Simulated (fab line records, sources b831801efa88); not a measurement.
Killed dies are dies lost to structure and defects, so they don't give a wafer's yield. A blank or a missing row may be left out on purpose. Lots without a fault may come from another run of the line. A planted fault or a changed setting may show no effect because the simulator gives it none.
Which tool did it? | flow gf180mcu | 13 lots, 39 wafers sampled, at 3 steps of a route of 602

WHAT THE GAUGES READ, wafer by wafer
GF_V5_RS_MEAS_24: measures by four-point-probe. Usual: V5_W_RS 0.328 ohm/sq, standard deviation 0.0041.
lot  | measured     | on            | V5_W_RS (ohm/sq)  | flag
L398 | day 27 05:46 | film_metro-01 | 0.332 0.337 0.336 |
L399 | day 27 20:52 | film_metro-04 | 0.331 0.328 0.323 |
L400 | day 27 23:56 | film_metro-01 | 0.329 0.323 0.332 |
L401 | day 28 16:04 | film_metro-04 | 0.335 0.329 0.333 |
L403 | day 28 22:19 | film_metro-01 | 0.328 0.328 0.328 |
L405 | day 29 18:49 | film_metro-02 | 0.330 0.324 0.327 |
L407 | day 30 01:04 | film_metro-02 | 0.325 0.331 0.330 |
L406 | day 30 02:38 | film_metro-04 | 0.329 0.324 0.325 |
L408 | day 30 11:32 | film_metro-01 | 0.327 0.333 0.322 |
L410 | day 30 19:28 | film_metro-02 | 0.323 0.326 0.316 |
L411 | day 31 02:17 | film_metro-01 | 0.332 0.335 0.333 |
L414 | day 31 17:38 | film_metro-02 | 0.332 0.328 0.333 |
L419 | day 33 00:42 | film_metro-04 | 0.324 0.324 0.325 |

WHICH TOOL RAN EACH LOT (tool, then ch and the chambers of the sampled wafers, then the start)
lot  | GF_M3_SPUTTER_00             | GF_V5_ETCH_16
L398 | pvd_sputter-02, day 20 09:28 | rie_diel-02 ch 1,2, day 27 04:43
L399 | pvd_sputter-02, day 21 03:04 | rie_diel-03 ch 1,2,3, day 27 19:52
L400 | pvd_sputter-02, day 21 04:42 | rie_diel-04 ch 0,1,3, day 27 22:58
L401 | pvd_sputter-01, day 22 01:05 | rie_diel-04 ch 0,2,3, day 28 15:10
L403 | pvd_sputter-01, day 22 08:42 | rie_diel-02 ch 0,2,3, day 28 21:19
L405 | pvd_sputter-01, day 23 08:43 | rie_diel-03 ch 0,1,3, day 29 17:55
L407 | pvd_sputter-01, day 23 16:17 | rie_diel-02 ch 0,2,3, day 30 00:10
L406 | pvd_sputter-01, day 23 19:45 | rie_diel-02 ch 0,3, day 30 01:43
L408 | pvd_sputter-01, day 24 05:02 | rie_diel-03 ch 1,3, day 30 10:37
L410 | pvd_sputter-01, day 24 14:14 | rie_diel-02 ch 0,2,3, day 30 18:28
L411 | pvd_sputter-01, day 24 23:05 | rie_diel-02 ch 0,2,3, day 31 01:19
L414 | pvd_sputter-01, day 25 15:44 | rie_diel-03 ch 0,2,3, day 31 16:43
L419 | pvd_sputter-04, day 27 06:31 | rie_diel-03 ch 0,1,2, day 32 23:46
- GF_M3_SPUTTER_00: material Ti, target thk 37.5 nm, time 150 s.
- GF_V5_ETCH_16: etches BARC in N2/H2.

WHAT THE TOOLS THEMSELVES READ (means of the sampled wafers that have a number; where no wafer has one, the mark that the record gives instead)
GF_M3_SPUTTER_00. Usual: throttle_valve_pct 29.9 %, standard deviation 1.2.
lot  | tool           | throttle_valve_pct (%) | flag
L398 | pvd_sputter-02 | 29.2                   |
L399 | pvd_sputter-02 | 28.6                   |
L400 | pvd_sputter-02 | 28.7                   |
L401 | pvd_sputter-01 | 29.4                   |
L403 | pvd_sputter-01 | 30.4                   |
L405 | pvd_sputter-01 | 29.9                   |
L407 | pvd_sputter-01 | 31.0                   |
L406 | pvd_sputter-01 | 29.8                   |
L408 | pvd_sputter-01 | 29.9                   |
L410 | pvd_sputter-01 | 30.3                   |
L411 | pvd_sputter-01 | 30.3                   |
L414 | pvd_sputter-01 | 29.2                   |
L419 | pvd_sputter-04 | 30.2                   |

GF_V5_ETCH_16. Usual: drypump_motor_current_A 5.7 A, standard deviation 0.44; oes_product_au 0.855 a.u., standard deviation 0.0049; throttle_valve_pct 13.225 %, standard deviation 0.0096.
lot  | tool        | drypump_motor_current_A (A) | oes_product_au (a.u.) | throttle_valve_pct (%) | flag
L398 | rie_diel-02 | 6.1                         | 0.848                 | 13.223                 |
L399 | rie_diel-03 | 5.9                         | 0.859                 | 13.237                 |
L400 | rie_diel-04 | 5.5                         | 0.855                 | 13.217                 |
L401 | rie_diel-04 | 5.1                         | 0.855                 | 13.222                 |
L403 | rie_diel-02 | 5.8                         | 0.861                 | 13.230                 |
L405 | rie_diel-03 | 5.5                         | 0.851                 | 13.229                 |
L407 | rie_diel-02 | 5.8                         | 0.856                 | 13.223                 |
L406 | rie_diel-02 | 5.7                         | 0.853                 | 13.220                 |
L408 | rie_diel-03 | 5.6                         | 0.856                 | 13.234                 |
L410 | rie_diel-02 | 5.8                         | 0.855                 | 13.230                 |
L411 | rie_diel-02 | 5.8                         | 0.858                 | 13.223                 |
L414 | rie_diel-03 | 5.8                         | 0.855                 | 13.229                 |
L419 | rie_diel-03 | 5.8                         | 0.855                 | 13.221                 |

THE ANSWER, worked out from the rows above alone
Rule: a lot is off if the mean of its wafers that have a number lies more than 3 standard deviations from the usual mean. A lot without any number at a reading at which 4 lots or more have one is off too. The other lots that the step has rows for count as sound. The gauges are gone through in route order, then the tools' own readings, and for those a lot's mean is taken as printed above. The first step at which some lot is off is used, and at that step the reading that is off furthest; a lot without a number counts as furthest.
No lot is off at any reading shown: from this, nothing can be told.

WHAT THE SIMULATOR HAD PUT IN
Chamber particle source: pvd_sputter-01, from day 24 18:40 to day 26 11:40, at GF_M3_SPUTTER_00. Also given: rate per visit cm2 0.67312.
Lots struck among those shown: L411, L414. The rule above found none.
